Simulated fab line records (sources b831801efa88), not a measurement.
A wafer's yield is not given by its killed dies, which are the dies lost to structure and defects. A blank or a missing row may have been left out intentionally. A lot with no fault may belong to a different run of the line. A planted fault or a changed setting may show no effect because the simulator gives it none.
One fault through the eyes of 2 desks + flow sky130 + numbers are kept per desk, each desk with only its own; the story behind them comes last

## FOR THE TOOL OWNER'S DESK: rieDiel-02
The tool's own readings at SKY_SONOS_ONO_ETCH_15 (etches the open film in CHF3/O2, target depth 19.52 nm, time 7.8 s): means of the sampled wafers that have a number, for each lot that ran on this tool. Marked OUT: a lot whose mean sits more than 4 standard deviations from the usual mean, which makes it out of limits; the brackets give that distance.
Columns: A = chf3FlowSccm at SKY_SONOS_ONO_ETCH_15, usual 50.00 sccm; B = drypumpMotorCurrentA at SKY_SONOS_ONO_ETCH_15, usual 5.4 A; C = oesProductAu at SKY_SONOS_ONO_ETCH_15, usual 0.997 a.u.; D = throttleValvePct at SKY_SONOS_ONO_ETCH_15, usual 8.825 %
| lot  | first seen here | A     | B   | C     | D     |
|------|-----------------|-------|-----|-------|-------|
| L815 | day 15 07:19    | 49.95 | 5.4 | 0.994 | 8.816 |
| L817 | day 15 17:13    | 49.96 | 5.4 | 0.985 | 8.827 |
| L819 | day 16 08:05    | 49.97 | 5.4 | 0.995 | 8.828 |
This desk's finding: nothing out of limits on any of the 3 lots.

## METROLOGY DESK
Lot by lot, what the gauges showed, no matter which tool ran the lot: averages of those sampled wafers that carry a number. Marked OUT: a lot whose mean sits more than 4 standard deviations from the usual mean, which makes it out of limits; the brackets give that distance.
Columns: A = SONOS_ONO_CVD_02_THK at SKY_SONOS_ONO_THK_MEAS_03, usual 10.46 nm; B = SONOS_ONO_CVD_04_THK at SKY_SONOS_ONO_THK_MEAS_05, usual 5.66 nm; C = cdNm at SKY_SONOS_ONO_CD_MEAS_13, usual 409.8 nm; D = SONOS_ONO_OVL at SKY_SONOS_ONO_OVL_MEAS_14, usual -1.0 nm
| lot  | first seen here | A     | B    | C     | D    |
|------|-----------------|-------|------|-------|------|
| L815 | day 13 20:42    | 10.47 | 5.56 | 409.7 | -0.9 |
| L817 | day 14 12:34    | 10.53 | 5.67 | 406.6 | -1.1 |
| L819 | day 15 03:52    | 10.50 | 5.73 | 408.5 | -1.9 |
| L825 | day 17 16:59    | 10.72 | 5.70 | 407.2 | -1.9 |
| L827 | day 18 03:04    | 10.46 | 5.73 | 409.1 | -2.5 |
| L829 | day 18 14:38    | 10.43 | 5.76 | 407.4 | -1.1 |
This desk's finding: nothing out of limits on any of the 6 lots.

## BROUGHT TOGETHER
The tool owner's desk saw nothing out of limits.
Metrology desk: nothing out of limits seen.

## WHAT THE SIMULATOR HAD INSERTED
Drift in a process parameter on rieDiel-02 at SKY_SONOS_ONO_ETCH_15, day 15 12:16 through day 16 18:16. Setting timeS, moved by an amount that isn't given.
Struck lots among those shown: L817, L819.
